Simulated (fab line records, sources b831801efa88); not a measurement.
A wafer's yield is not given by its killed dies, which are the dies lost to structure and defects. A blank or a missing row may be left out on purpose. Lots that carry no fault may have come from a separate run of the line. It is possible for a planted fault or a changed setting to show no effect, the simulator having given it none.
fab line records	flow sky130
record: lots: 24	wafers: 72	lastDay: 50
route steps=708 shown LOCAL_INTERCONNECT@400 METAL3@567 VIA3@588 CAP2M@615 METAL4@630 PAD_OPEN@701
lots untouched by any fault: they come from a run of this same line in which no faults occurred
startH: start of the lot's first displayed wafer, in hours after the record's first day	waitH: hours from the lot's prior step to this one	" repeats the value in the row above	L1.1+2: a single row standing in for several wafers	- no value, or no start was given	* or withheld: withheld	< > ~ a bound
route shown NAME@n: NAME is a module with steps in the file, n the number in the route of the first one	usual: average and standard deviation across the fault-free wafers	same: alike in all rows	chamber/n: place in a boat	sites: each site's reading	_std_site: how widely they spread, as a standard deviation	_edge_site: mean of outer sites minus mean of inner sites	radiusMm: for every site, how far away it sits from the centre of the wafer	mask NAME#n: copy n	behind: the most recent tool/chamber to have shaped the wafer	hold: why the lot was held/for how many hours/how that ended	device: whichever transistor did not switch (one of n, p or np)	end of line: tests run on the same wafers once the route is complete	a step without rows: its recipe alone	killed: the dies lost at the first sort to structure and to defects; this is not the yield of the wafer	map: a wafer's dies, marking killed ones x, the rest . and places with no die _
set.NAME: the setting that was run; set.NAME@STEP: the one run at that earlier step	model.NAME: the simulator's own value behind a step, which no gauge read
steps of the route over a sample of lots; a table a step, a row a wafer
services: a tool's chamber out of use, with start hour (startH, from the record's first day; less than 0 if before it), hours out, and reason
== steps ==
step: SKY_LOCAL_INTERCONNECT_ETCH_13
recipe: chemistry: N2/H2	target: BARC	ionEnergyEv: 200	biasW: 100	pressureMtorr: 30	n2FlowSccm: 100	h2FlowSccm: 200	icpW: 500	stopOn: SiO2	timeS: 45.9	targetDepthA: 600
usual: drypumpMotorCurrentA: 5.4/0.4	oesProductAu: 0.855/0.0048	throttleValvePct: 13.225/0.0085
lot.wafer	tool	chamber	startH	waitH	drypumpMotorCurrentA	oesProductAu	rfHoursCounterH	throttleValvePct
L074.2	rieMetal-01	1	707.18	0.0	5.4	0.858	0	13.227
L074.3	"	1	"	"	5.4	0.856	-	13.222
L074.6	"	1	"	"	5.4	0.853	-	13.243
L075.3	rieMetal-03	1	715.06	0.0	6.3	0.849	-	13.231
L075.5	"	1	"	"	6.3	0.854	-	13.218
L075.6	"	0	"	"	5.2	0.844	-	13.219
L076.1	rieMetal-02	1	725.83	0.0	4.8	0.853	8	13.241
L076.3	"	1	"	"	4.9	0.858	-	13.232
L076.4	"	0	"	"	5.4	0.850	-	13.230
L077.2	rieMetal-03	0	736.13	0.0	5.2	0.851	3	13.227
L077.4	"	1	"	"	6.3	0.856	-	13.214
L077.6	"	1	"	"	6.2	0.854	-	13.224
L079.2	rieMetal-02	1	736.92	0.0	4.8	0.861	9	13.223
L079.3	"	0	"	"	5.4	0.857	-	13.223
L079.6	"	1	"	"	4.8	0.853	-	13.222
L078.3	rieMetal-01	0	741.00	0.0	5.5	0.856	-	13.223
L078.4	"	1	"	"	5.4	0.863	-	13.226
L078.5	"	0	"	"	5.6	0.863	-	13.239
L081.2	rieMetal-01	1	756.08	0.0	5.3	0.851	2	13.225
L081.3	"	0	"	"	5.5	0.855	-	13.220
L081.6	"	1	"	"	5.4	0.848	-	13.217
L080.2	rieMetal-01	0	758.90	0.0	5.5	0.864	4	13.214
L080.3	"	1	"	"	5.4	0.857	-	13.219
L080.4	"	0	"	"	5.6	0.860	-	13.228
L082.2	rieMetal-03	1	767.74	0.0	6.2	0.856	9	13.221
L082.3	"	1	"	"	6.3	0.855	-	13.234
L082.5	"	1	"	"	6.3	0.856	-	13.247
L083.2	rieMetal-02	1	774.09	0.0	4.8	0.853	10	13.208
L083.3	"	1	"	"	4.8	0.858	-	13.221
L083.4	"	0	"	"	5.4	0.858	-	13.219
L084.1	rieMetal-02	1	783.85	0.0	4.8	0.859	10	13.233
L084.4	"	1	"	"	4.8	0.861	-	13.230
L084.5	"	0	"	"	5.4	0.858	-	13.229
L085.2	rieMetal-02	0	793.64	0.0	5.5	0.849	13	13.233
L085.3	"	1	"	"	4.8	0.852	-	13.226
L085.4	"	0	"	"	5.4	0.859	-	13.218
L086.3	rieMetal-01	0	801.60	0.0	5.6	0.864	-	13.222
L086.5	"	0	"	"	5.5	0.861	-	13.219
L086.6	"	1	"	"	5.3	0.858	-	13.217
L087.1	rieMetal-03	1	806.05	0.0	6.3	0.864	9	13.217
L087.4	"	0	"	"	5.2	0.856	-	13.219
L087.6	"	1	"	"	6.3	0.852	-	13.223
L088.2	rieMetal-02	0	816.28	0.0	5.5	0.843	14	13.222
L088.3	"	0	"	"	5.4	0.850	-	13.223
L088.5	"	1	"	"	4.8	0.851	-	13.241
L089.2	rieMetal-01	1	822.28	0.0	5.4	0.851	3	13.226
L089.4	"	0	"	"	5.5	0.853	-	13.230
L089.6	"	1	"	"	5.4	0.856	-	13.224
L090.1	rieMetal-02	0	823.54	0.0	5.4	0.847	15	13.209
L090.2	"	1	"	"	4.8	0.856	12	13.215
L090.4	"	0	"	"	5.4	0.851	-	13.212
L091.2	rieMetal-02	0	840.23	0.0	5.5	0.851	15	13.235
L091.4	"	1	"	"	4.8	0.855	-	13.229
L091.6	"	0	"	"	5.5	0.849	-	13.229
L092.2	rieMetal-03	0	845.34	0.0	5.2	0.849	8	13.214
L092.4	"	0	"	"	5.2	0.857	-	13.232
L092.6	"	0	"	"	5.2	0.850	-	13.232
L093.1	rieMetal-02	0	853.21	0.0	5.4	0.849	16	13.213
L093.5	"	0	"	"	5.4	0.855	-	13.224
L093.6	"	1	"	"	4.8	0.855	-	13.226
L094.1	rieMetal-01	0	859.89	0.0	5.5	0.858	7	13.228
L094.3	"	0	"	"	5.5	0.868	-	13.234
L094.4	"	1	"	"	5.4	0.866	-	13.223
L095.1	rieMetal-01	0	868.58	0.0	5.5	0.859	7	13.222
L095.4	"	0	"	"	5.5	0.854	-	13.233
L095.5	"	0	"	"	5.5	0.857	-	13.218
L096.1	rieMetal-03	0	871.09	0.0	5.2	0.849	9	13.227
L096.3	"	1	"	"	6.3	0.858	-	13.231
L096.4	"	0	"	"	5.3	0.853	-	13.224
L097.2	rieMetal-01	0	874.78	0.0	5.5	0.851	8	13.227
L097.4	"	1	"	"	5.4	0.857	-	13.216
L097.5	"	1	"	"	5.4	0.851	-	13.226
step: SKY_METAL3_ETCH_17
recipe: target: SiO2	stopOn: TiN	chemistry: C4F8/O2/Ar	sourceW: 1500	biasW: 1200	pressureMtorr: 40	c4f8FlowSccm: withheld	O2_flow_sccm: 6	Ar_flow_sccm: 300	timeS: 3.9	targetDepthA: 150
usual: oesProductAu: 0.754/0.0071
lot.wafer	tool	chamber	startH	waitH	oesProductAu	rfHoursCounterH
L074.2	rieDiel-03	1	901.02	0.1	0.751	14
L074.3	"	2	"	"	0.750	11
L074.6	"	1	"	"	0.753	-
L075.3	rieDiel-04	2	909.34	0.1	0.750	3
L075.5	"	3	"	"	0.753	-
L075.6	"	0	"	"	0.757	-
L076.1	rieDiel-03	0	919.09	0.1	0.757	23
L076.3	"	2	"	"	0.760	12
L076.4	"	3	"	"	0.756	11
L077.2	rieDiel-02	0	927.69	0.1	0.752	2
L077.4	"	3	"	"	0.753	17
L077.6	"	1	"	"	0.759	-
L079.2	rieDiel-03	2	928.17	0.1	0.745	12
L079.3	"	1	"	"	0.748	15
L079.6	"	1	"	"	0.744	-
L078.3	rieDiel-04	0	931.62	0.0	0.747	3
L078.4	"	3	"	"	0.750	11
L078.5	"	1	"	"	0.768	-
L081.2	rieDiel-04	2	947.14	0.1	0.750	4
L081.3	"	3	"	"	0.751	11
L081.6	"	2	"	"	0.761	-
L080.2	rieDiel-02	3	950.09	0.1	0.741	18
L080.3	"	2	"	"	0.746	9
L080.4	"	1	"	"	0.753	11
L082.2	rieDiel-03	1	959.74	0.1	0.751	16
L082.3	"	2	"	"	0.746	13
L082.5	"	2	"	"	0.746	-
L083.2	rieDiel-03	1	963.99	0.1	0.749	16
L083.3	"	0	"	"	0.760	24
L083.4	"	2	"	"	0.756	13
L084.1	rieDiel-03	3	972.81	0.1	0.749	12
L084.4	"	1	"	"	0.763	16
L084.5	"	0	"	"	0.755	-
L085.2	rieDiel-03	1	981.62	0.1	0.746	16
L085.3	"	3	"	"	0.745	12
L085.4	"	3	"	"	0.763	-
L086.3	rieDiel-02	0	988.56	0.0	0.744	4
L086.5	"	0	"	"	0.752	-
L086.6	"	3	"	"	0.762	-
L087.1	rieDiel-04	2	992.76	0.1	0.761	5
L087.4	"	3	"	"	0.745	12
L087.6	"	0	"	"	0.747	-
L088.2	rieDiel-02	3	1004.56	0.1	0.745	19
L088.3	"	1	"	"	0.751	13
L088.5	"	0	"	"	0.758	-
L089.2	rieDiel-04	1	1007.51	0.1	0.760	11
L089.4	"	3	"	"	0.757	13
L089.6	"	1	"	"	0.758	-
L090.1	rieDiel-02	1	1009.66	0.1	0.752	13
L090.2	"	3	"	"	0.756	20
L090.4	"	0	"	"	0.761	5
L091.2	rieDiel-04	2	1022.99	0.1	0.754	6
L091.4	"	1	"	"	0.760	12
L091.6	"	0	"	"	0.761	-
L092.2	rieDiel-03	1	1028.21	0.1	0.765	18
L092.4	"	2	"	"	0.762	15
L092.6	"	3	"	"	0.767	-
L093.1	rieDiel-02	1	1036.76	0.1	0.760	15
L093.5	"	1	"	"	0.752	-
L093.6	"	0	"	"	0.752	-
L094.1	rieDiel-03	3	1039.06	0.1	0.752	15
L094.3	"	1	"	"	0.749	18
L094.4	"	2	"	"	0.753	16
L095.1	rieDiel-04	2	1048.99	0.1	0.751	7
L095.4	"	3	"	"	0.751	14
L095.5	"	2	"	"	0.760	-
L096.1	rieDiel-03	2	1051.97	0.1	0.761	16
L096.3	"	0	"	"	0.753	27
L096.4	"	1	"	"	0.756	19
L097.2	rieDiel-02	2	1053.19	0.1	0.750	13
L097.4	"	1	"	"	0.746	15
L097.5	"	0	"	"	0.750	-
step: SKY_VIA3_ETCH_15
recipe: target: SiO2	chemistry: C4F8/O2/Ar	targetDepthNm: 507	stopOn: TiN	maskMaterial: KrF-thick	sourceW: 1500	biasW: 1200	pressureMtorr: 40	c4f8FlowSccm: withheld	O2_flow_sccm: 6	Ar_flow_sccm: 300	timeS: 78
usual: oesProductAu: 0.946/0.0044
lot.wafer	tool	chamber	startH	waitH	oesProductAu	rfHoursCounterH
L074.2	rieDiel-01	2	927.95	0.0	0.951	6
L074.3	"	1	"	"	0.948	8
L074.6	"	3	"	"	0.953	-
L075.3	rieDiel-02	1	936.00	0.0	0.948	11
L075.5	"	3	"	"	0.950	-
L075.6	"	0	"	"	0.944	-
L076.1	rieDiel-01	3	945.10	0.0	0.950	4
L076.3	"	2	"	"	0.943	7
L076.4	"	0	"	"	0.947	2
L077.2	rieDiel-03	2	954.08	0.0	0.941	13
L077.4	"	3	"	"	0.940	11
L077.6	"	0	"	"	0.946	-
L079.2	rieDiel-01	2	954.73	0.0	0.948	7
L079.3	"	0	"	"	0.941	2
L079.6	"	3	"	"	0.948	-
L078.3	rieDiel-02	3	958.53	0.0	0.950	18
L078.4	"	2	"	"	0.945	9
L078.5	"	1	"	"	0.945	-
L081.2	rieDiel-02	1	972.85	0.0	0.937	12
L081.3	"	3	"	"	0.947	18
L081.6	"	2	"	"	0.945	-
L080.2	rieDiel-01	3	976.65	0.0	0.953	5
L080.3	"	1	"	"	0.943	10
L080.4	"	2	"	"	0.936	7
L082.2	rieDiel-01	2	985.35	0.0	0.949	8
L082.3	"	1	"	"	0.950	10
L082.5	"	3	"	"	0.950	-
L083.2	rieDiel-02	2	989.44	0.0	0.946	10
L083.3	"	3	"	"	0.948	19
L083.4	"	1	"	"	0.938	13
L084.1	rieDiel-02	2	998.14	0.0	0.942	11
L084.4	"	0	"	"	0.953	4
L084.5	"	2	"	"	0.949	-
L085.2	rieDiel-03	3	1007.08	0.0	0.948	13
L085.3	"	0	"	"	0.946	25
L085.4	"	1	"	"	0.943	17
L086.3	rieDiel-01	1	1013.84	0.0	0.945	11
L086.5	"	1	"	"	0.948	-
L086.6	"	3	"	"	0.942	-
L087.1	rieDiel-03	2	1018.05	0.0	0.947	15
L087.4	"	0	"	"	0.952	26
L087.6	"	3	"	"	0.955	-
L088.2	rieDiel-02	3	1029.43	0.0	0.944	20
L088.3	"	1	"	"	0.946	14
L088.5	"	3	"	"	0.948	-
L089.2	rieDiel-02	3	1031.55	0.0	0.957	20
L089.4	"	2	"	"	0.948	12
L089.6	"	2	"	"	0.947	-
L090.1	rieDiel-03	2	1033.59	0.0	0.938	16
L090.2	"	0	"	"	0.939	26
L090.4	"	3	"	"	0.946	14
L091.2	rieDiel-02	2	1046.75	0.0	0.947	12
L091.4	"	0	"	"	0.950	6
L091.6	"	3	"	"	0.948	-
L092.2	rieDiel-02	1	1052.33	0.0	0.945	15
L092.4	"	0	"	"	0.944	6
L092.6	"	1	"	"	0.949	-
L093.1	rieDiel-01	2	1060.00	0.0	0.949	10
L093.5	"	1	"	"	0.943	-
L093.6	"	0	"	"	0.941	-
L094.1	rieDiel-03	1	1062.70	0.0	0.941	19
L094.3	"	0	"	"	0.945	27
L094.4	"	2	"	"	0.947	17
L095.1	rieDiel-01	2	1071.95	0.0	0.945	10
L095.4	"	3	"	"	0.947	-
L095.5	"	2	"	"	0.948	-
L096.1	rieDiel-01	2	1074.55	0.0	0.940	10
L096.3	"	1	"	"	0.952	13
L096.4	"	3	"	"	0.941	-
L097.2	rieDiel-01	2	1076.50	0.0	0.945	10
L097.4	"	3	"	"	0.934	-
L097.5	"	1	"	"	0.944	-
step: SKY_CAP2M_OVL_MEAS_12
usual: CAP2M_OVL: -0.2/1.3
lot.wafer	tool	chamber	startH	waitH	CAP2M_OVL[nm]
L074.2	overlay-01	-	954.18	0.1	-1.2
L074.3	"	-	"	"	-0.2
L074.6	"	-	"	"	-0.2
L075.3	overlay-02	-	962.04	0.1	0.5
L075.5	"	-	"	"	-0.3
L075.6	"	-	"	"	-0.6
L076.1	overlay-01	-	970.99	0.1	-2.3
L076.3	"	-	"	"	-0.8
L076.4	"	-	"	"	-0.7
L077.2	overlay-01	-	980.13	0.1	0.9
L077.4	"	-	"	"	2.0
L077.6	"	-	"	"	2.7
L079.2	overlay-02	-	980.84	0.1	-0.5
L079.3	"	-	"	"	1.2
L079.6	"	-	"	"	0.7
L078.3	overlay-01	-	984.59	0.1	-0.8
L078.4	"	-	"	"	-0.6
L078.5	"	-	"	"	0.5
L081.2	overlay-02	-	997.99	0.1	-0.2
L081.3	"	-	"	"	0.8
L081.6	"	-	"	"	2.5
L080.2	overlay-02	-	1002.13	0.1	-0.4
L080.3	"	-	"	"	1.4
L080.4	"	-	"	"	-0.5
L082.2	overlay-01	-	1010.38	0.1	-1.4
L082.3	"	-	"	"	-1.7
L082.5	"	-	"	"	-1.0
L083.2	overlay-01	-	1014.54	0.1	-1.6
L083.3	"	-	"	"	0.3
L083.4	"	-	"	"	-0.2
L084.1	overlay-02	-	1024.23	0.1	-0.7
L084.4	"	-	"	"	-2.7
L084.5	"	-	"	"	-0.6
L085.2	overlay-02	-	1030.93	0.1	0.2
L085.3	"	-	"	"	-0.5
L085.4	"	-	"	"	-1.9
L086.3	overlay-02	-	1038.44	0.1	-0.8
L086.5	"	-	"	"	2.3
L086.6	"	-	"	"	-1.5
L087.1	overlay-01	-	1043.18	0.1	2.4
L087.4	"	-	"	"	1.1
L087.6	"	-	"	"	-1.6
L088.2	overlay-02	-	1053.39	0.1	-0.5
L088.3	"	-	"	"	-2.4
L088.5	"	-	"	"	-1.7
L089.2	overlay-02	-	1055.39	0.1	-1.2
L089.4	"	-	"	"	-0.5
L089.6	"	-	"	"	-1.5
L090.1	overlay-02	-	1057.83	0.1	-1.2
L090.2	"	-	"	"	0.1
L090.4	"	-	"	"	-1.0
L091.2	overlay-01	-	1069.74	0.1	2.9
L091.4	"	-	"	"	-0.1
L091.6	"	-	"	"	3.0
L092.2	overlay-01	-	1075.19	0.1	0.6
L092.4	"	-	"	"	1.6
L092.6	"	-	"	"	-1.3
L093.1	overlay-01	-	1082.18	0.1	-0.9
L093.5	"	-	"	"	-2.3
L093.6	"	-	"	"	0.6
L094.1	overlay-01	-	1084.83	0.1	-2.0
L094.3	"	-	"	"	-1.1
L094.4	"	-	"	"	-3.6
L095.1	overlay-01	-	1093.49	0.1	-1.5
L095.4	"	-	"	"	-1.7
L095.5	"	-	"	"	-2.4
L096.1	overlay-01	-	1096.98	0.1	-2.8
L096.3	"	-	"	"	-1.2
L096.4	"	-	"	"	-1.0
L097.2	overlay-01	-	1098.49	0.1	1.1
L097.4	"	-	"	"	-1.0
L097.5	"	-	"	"	0.4
step: SKY_METAL4_OVL_MEAS_14
usual: METAL4_OVL: -4/6.1
lot.wafer	tool	chamber	startH	waitH	METAL4_OVL[nm]
L074.2	overlay-01	-	978.86	0.1	-9
L074.3	"	-	"	"	-10
L074.6	"	-	"	"	-6
L075.3	overlay-01	-	987.61	0.1	-5
L075.5	"	-	"	"	-5
L075.6	"	-	"	"	0
L076.1	overlay-02	-	996.00	0.1	-4
L076.3	"	-	"	"	-4
L076.4	"	-	"	"	-4
L077.2	overlay-01	-	1004.51	0.1	-13
L077.4	"	-	"	"	-12
L077.6	"	-	"	"	-10
L079.2	overlay-02	-	1005.18	0.1	-2
L079.3	"	-	"	"	-8
L079.6	"	-	"	"	-4
L078.3	overlay-01	-	1009.07	0.1	-7
L078.4	"	-	"	"	-3
L078.5	"	-	"	"	-5
L081.2	overlay-02	-	1021.38	0.1	-4
L081.3	"	-	"	"	-7
L081.6	"	-	"	"	-10
L080.2	overlay-02	-	1025.93	0.1	-11
L080.3	"	-	"	"	5
L080.4	"	-	"	"	0
L082.2	overlay-01	-	1033.78	0.1	-4
L082.3	"	-	"	"	7
L082.5	"	-	"	"	0
L083.2	overlay-01	-	1038.16	0.1	-4
L083.3	"	-	"	"	6
L083.4	"	-	"	"	-5
L084.1	overlay-02	-	1047.02	0.1	-18
L084.4	"	-	"	"	-17
L084.5	"	-	"	"	-18
L085.2	overlay-02	-	1053.81	0.1	-1
L085.3	"	-	"	"	-3
L085.4	"	-	"	"	-5
L086.3	overlay-01	-	1060.92	0.1	-9
L086.5	"	-	"	"	-5
L086.6	"	-	"	"	-2
L087.1	overlay-01	-	1065.50	0.1	6
L087.4	"	-	"	"	-1
L087.6	"	-	"	"	-6
L088.2	overlay-02	-	1074.41	0.1	3
L088.3	"	-	"	"	-2
L088.5	"	-	"	"	1
L089.2	overlay-02	-	1077.01	0.1	2
L089.4	"	-	"	"	-11
L089.6	"	-	"	"	-6
L090.1	overlay-02	-	1079.76	0.1	-9
L090.2	"	-	"	"	-13
L090.4	"	-	"	"	-11
L091.2	overlay-02	-	1091.61	0.1	2
L091.4	"	-	"	"	4
L091.6	"	-	"	"	8
L092.2	overlay-01	-	1096.81	0.1	-4
L092.4	"	-	"	"	-1
L092.6	"	-	"	"	-1
L093.1	overlay-02	-	1103.20	0.1	9
L093.5	"	-	"	"	9
L093.6	"	-	"	"	5
L094.1	overlay-01	-	1105.95	0.1	-5
L094.3	"	-	"	"	-5
L094.4	"	-	"	"	-13
L095.1	overlay-02	-	1114.17	0.1	-8
L095.4	"	-	"	"	-8
L095.5	"	-	"	"	-7
L096.1	overlay-02	-	1117.61	0.1	-6
L096.3	"	-	"	"	1
L096.4	"	-	"	"	-6
L097.2	overlay-02	-	1119.08	0.1	-3
L097.4	"	-	"	"	-8
L097.5	"	-	"	"	-1
step: SKY_PAD_OPEN_ETCH_07
recipe: chemistry: CF4/O2	targetDepthNm: 725	stopOn: AlCu	sourceW: 800	biasW: 150	pressureMtorr: 150	cf4FlowSccm: 80	O2_flow_sccm: 10	timeS: 161.1
usual: drypumpMotorCurrentA: 5.97/0.28	oesProductAu: 0.979/0.0063	throttleValvePct: 5.965/0.0083
lot.wafer	tool	chamber	startH	waitH	drypumpMotorCurrentA	oesProductAu	rfHoursCounterH	throttleValvePct
L074.2	rieDiel-02	0	1072.10	-	5.73	0.979	7	5.966
L074.3	"	1	"	"	6.24	0.976	16	5.967
L074.6	"	2	"	"	5.96	0.977	-	5.947
L075.3	rieDiel-01	3	1080.50	-	6.46	0.979	8	5.974
L075.5	"	1	"	"	5.43	0.982	-	5.962
L075.6	"	2	"	"	6.02	0.978	-	5.963
L076.1	rieDiel-01	3	1088.45	-	6.45	0.981	9	5.958
L076.3	"	1	"	"	5.44	0.968	14	5.945
L076.4	"	2	"	"	5.98	0.975	-	5.976
L077.2	rieDiel-01	2	1094.83	-	6.03	0.975	11	5.967
L077.4	"	2	"	"	6.04	0.985	-	5.961
L077.6	"	1	"	"	5.43	0.981	-	5.960
L079.2	rieDiel-02	3	1096.04	-	5.93	0.977	23	5.960
L079.3	"	2	"	"	5.99	0.976	14	5.962
L079.6	"	1	"	"	6.29	0.989	-	5.962
L078.3	rieDiel-02	0	1099.35	-	5.73	0.973	8	5.965
L078.4	"	2	"	"	5.96	0.983	15	5.964
L078.5	"	0	"	"	5.71	0.972	-	5.961
L081.2	rieDiel-03	1	1111.58	-	5.58	0.965	21	5.952
L081.3	"	3	"	"	6.15	0.968	17	5.956
L081.6	"	3	"	"	6.19	0.975	-	5.953
L080.2	rieDiel-03	2	1113.54	-	5.91	0.987	19	5.955
L080.3	"	3	"	"	6.21	0.974	17	5.958
L080.4	"	3	"	"	6.21	0.988	-	5.972
L082.2	rieDiel-03	2	1121.08	-	5.88	0.978	19	5.962
L082.3	"	1	"	"	5.59	0.981	21	5.968
L082.5	"	0	"	"	6.39	0.975	-	5.969
L083.2	rieDiel-03	2	1124.60	-	5.90	0.973	19	5.962
L083.3	"	3	"	"	6.21	0.976	18	5.951
L083.4	"	0	"	"	6.40	0.980	0	5.964
L084.1	rieDiel-02	2	1133.03	-	5.96	0.978	16	5.978
L084.4	"	3	"	"	5.95	0.977	24	5.964
L084.5	"	2	"	"	5.98	0.977	-	5.974
L085.2	rieDiel-01	2	1137.23	-	6.01	0.970	13	5.976
L085.3	"	0	"	"	5.67	0.969	6	5.976
L085.4	"	3	"	"	6.44	0.983	11	5.964
L086.3	rieDiel-02	3	1144.74	-	5.97	0.974	25	5.964
L086.5	"	2	"	"	5.96	0.989	-	5.966
L086.6	"	1	"	"	6.28	0.985	-	5.971
L087.1	rieDiel-03	3	1147.75	-	6.25	0.973	19	5.957
L087.4	"	1	"	"	5.58	0.992	23	5.970
L087.6	"	2	"	"	5.87	0.990	-	5.987
L088.2	rieDiel-03	1	1156.90	-	5.60	0.981	23	5.976
L088.3	"	3	"	"	6.16	0.973	19	5.968
L088.5	"	2	"	"	5.88	0.988	-	5.963
L089.2	rieDiel-02	1	1158.30	-	6.24	0.975	19	5.972
L089.4	"	0	"	"	5.74	0.980	10	5.970
L089.6	"	2	"	"	5.96	0.980	-	5.966
L090.1	rieDiel-02	1	1159.65	-	6.26	0.982	19	5.975
L090.2	"	2	"	"	5.97	0.969	17	5.974
L090.4	"	0	"	"	5.73	0.982	10	5.985
L091.2	rieDiel-02	2	1170.03	-	5.97	0.979	18	5.959
L091.4	"	3	"	"	5.89	0.978	26	5.964
L091.6	"	1	"	"	6.26	0.982	-	5.963
L092.2	rieDiel-02	0	1175.03	-	5.73	0.974	11	5.963
L092.4	"	1	"	"	6.25	0.979	20	5.965
L092.6	"	1	"	"	6.25	0.978	-	5.963
L093.1	rieDiel-02	3	1179.24	-	5.92	0.983	26	5.965
L093.5	"	0	"	"	5.74	0.984	-	5.972
L093.6	"	1	"	"	6.27	0.994	-	5.982
L094.1	rieDiel-02	1	1182.70	-	6.26	0.973	20	5.954
L094.3	"	0	"	"	5.76	0.981	11	5.970
L094.4	"	3	"	"	5.93	0.978	26	5.957
L095.1	rieDiel-03	0	1188.30	-	6.40	0.980	3	5.958
L095.4	"	1	"	"	5.56	0.984	24	5.962
L095.5	"	0	"	"	6.38	0.983	-	5.974
L096.1	rieDiel-03	2	1191.20	-	5.89	0.973	22	5.979
L096.3	"	3	"	"	6.20	0.971	21	5.966
L096.4	"	0	"	"	6.41	0.981	3	5.968
L097.2	rieDiel-02	3	1192.49	-	5.92	0.972	27	5.965
L097.4	"	0	"	"	5.75	0.982	-	5.960
L097.5	"	3	"	"	5.93	0.979	-	5.954
== services ==
tool	chamber	startH	hours	kind
rieDiel-01	-	685.02	37.6	repair
rieDiel-01	3	708.05	5.1	repair
rieDiel-01	1	720.66	10.7	repair
rieDiel-02	0	737.60	8.1	repair
rieDiel-01	-	755.00	0.5	repair
rieDiel-02	1	758.74	11.3	repair
rieDiel-03	1	788.56	5.6	repair
rieDiel-02	2	796.98	5.3	repair
rieDiel-02	0	843.50	6.7	repair
rieDiel-03	2	861.14	5.7	repair
rieDiel-02	1	890.49	2.4	repair
rieDiel-02	-	903.60	4.4	repair
rieDiel-02	-	912.83	0.5	repair
rieDiel-01	0	925.69	6.9	repair
rieDiel-03	-	934.27	2.8	pm
rieDiel-03	1	944.35	1.4	repair
rieDiel-03	0	974.37	12.3	repair
rieDiel-01	2	1008.73	6.7	repair
rieDiel-02	-	1068.78	0.6	repair
rieDiel-03	0	1091.02	6.9	repair
rieDiel-02	0	1135.51	2.5	repair
rieDiel-02	3	1164.33	5.7	repair
rieDiel-03	1	1179.54	2.8	repair
rieDiel-02	2	1189.69	4.1	repair
== key ==
fault none
